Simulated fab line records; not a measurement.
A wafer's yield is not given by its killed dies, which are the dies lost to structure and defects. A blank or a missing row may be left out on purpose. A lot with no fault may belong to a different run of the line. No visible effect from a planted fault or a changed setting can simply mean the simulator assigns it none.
Split-lot experiment ; flow sfq line ; route with 325 steps; 5 lots, 23 wafers read

## ABOUT THE SPLIT
At SFQ_TRILAYER_I6_VIA_LITHO_EXPOSE_170 (exposes mask I6, target cd 700 nm), the setting dose mj was moved away from the recipe's 21.3 on 5 of the 23 wafers read, by -4.2% to +5.2%. The other wafers ran this setting at the recipe's value.

## FROM THE SPLIT TO THE READING: what the file shows between them, 3 steps
- SFQ_TRILAYER_I6_VIA_LITHO_PEB_172: peb time 60 s
- SFQ_TRILAYER_I6_VIA_LITHO_DEVELOP_171: time 60 s
- SFQ_TRILAYER_I6_VIA_BARC_OPEN_VIA_ETCH_235: etches BARC in O2, target depth 125 nm, time 41.7 s

## THE READING
I6.cd nm (the simulator's own value, which no gauge read), in nm, at SFQ_TRILAYER_I6_VIA_ETCH_VIA_ETCH_172 (etches SiO2 in CHF3, stops on Nb, target depth 260 nm). There is no usual value for it anywhere in the file. Across the 18 wafers here that went through the recipe, the average is 699.7 nm and the standard deviation 2.1 nm.

wafer;tool, chamber at the split;dose mj as run;against the recipe;I6.cd nm, nm;against lot-mates on the recipe
L074.2;krf scanner-02, 0;22.41;+5.2%;709.8;+9.4
L074.3;krf scanner-02, 0;21.3;recipe;700.1;-
L074.4;krf scanner-02, 0;22.41;+5.2%;707.6;+7.2
L074.5;krf scanner-02, 0;21.3;recipe;700.6;-
L074.6;krf scanner-02, 0;22.41;+5.2%;709.4;+9.0
L076.2;krf scanner-02, 0;20.4;-4.2%;690.1;-7.7
L076.3;krf scanner-02, 0;21.3;recipe;699.1;-
L076.4;krf scanner-02, 0;21.3;recipe;695.7;-
L076.5;krf scanner-02, 0;20.4;-4.2%;689.6;-8.2
L076.6;krf scanner-02, 0;21.3;recipe;698.7;-
L080.2;krf scanner-02, 0;21.3;recipe;704.5;-
L080.3;krf scanner-02, 0;21.3;recipe;698.8;-
L080.6;krf scanner-02, 0;21.3;recipe;702.8;-
L083.1;krf scanner-01, 0;21.3;recipe;699.1;-
L083.2;krf scanner-01, 0;21.3;recipe;698.3;-
L083.4;krf scanner-01, 0;21.3;recipe;698.5;-
L083.5;krf scanner-01, 0;21.3;recipe;698.4;-
L083.6;krf scanner-01, 0;21.3;recipe;697.6;-
L084.1;krf scanner-01, 0;21.3;recipe;702;-
L084.3;krf scanner-01, 0;21.3;recipe;701.3;-
L084.4;krf scanner-01, 0;21.3;recipe;701.4;-
L084.5;krf scanner-01, 0;21.3;recipe;701.1;-
L084.6;krf scanner-01, 0;21.3;recipe;697;-

THE FIT
A straight line over all 23 wafers: I6.cd nm changes by +1.96 nm for each +1% of dose mj; r = +0.91; the points scatter about the line by 2.1 nm.
The same after taking each lot's own level away (the mean of its wafers on the recipe; 23 wafers): +1.73 nm for each +1%; r = +0.94; scatter 1.5 nm.
According to that fit, moving dose mj by its largest amount changes the reading by 9 nm.
From 697.83 to 702.03 nm: that is the span of the lots' own levels, equal to 2.0 times the standard deviation above.
So the slope is not independent of the lot-to-lot level: the two fits are not the same.
Check: +8.7 nm against its lot-mates is what the line predicts for one of the wafers moved furthest among these (+5.2%) when that wafer is left out of the fit. Against them it came out at +9.45 nm.

## ADDITIONAL SPLITS CARRIED BY THESE WAFERS
These wafers also went through other splits before the reading. Each is held against what the fit with the lots' levels taken away leaves over:
other split on the same wafers;wafers away from the commonest value;r with I6.cd nm (lot level and that fit taken away)
SFQ_TRILAYER_R5_LITHO_COAT_141 spin rpm;8;-0.17
SFQ_TRILAYER_R5_LITHO_PEB_139 peb temp c;6;-0.08
SFQ_TRILAYER_A5C_DEP_PECVD_142 time s;11;-0.12
SFQ_TRILAYER_C5_LITHO_COAT_156 spin rpm;4;-0.21
SFQ_TRILAYER_M6_DEP_SPUTTER_157 time s;9;-0.03
SFQ_TRILAYER_M6_ETCH_METAL_ETCH_162 pressure mtorr;18;-0.01

## THE WHOLE CHAIN: every reading that the file lists as answering this split, in the file's order
step;what it does;reading;change (the file's fit);r (the file's)
SFQ_TRILAYER_I6_VIA_BARC_OPEN_VIA_ETCH_235;etches BARC in O2, target depth 125 nm, time 41.7 s;I6.cd nm (the simulator's own value, which no gauge read);+1.64 nm for each +1% of the setting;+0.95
SFQ_TRILAYER_I6_VIA_ETCH_VIA_ETCH_172;etches SiO2 in CHF3, stops on Nb, target depth 260 nm;I6.cd nm (the simulator's own value, which no gauge read);+1.75 nm for each +1% of the setting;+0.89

## THE FILE'S OWN FIT
I6.cd nm changes by +1.75 nm for each +1% of dose mj, r = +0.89.
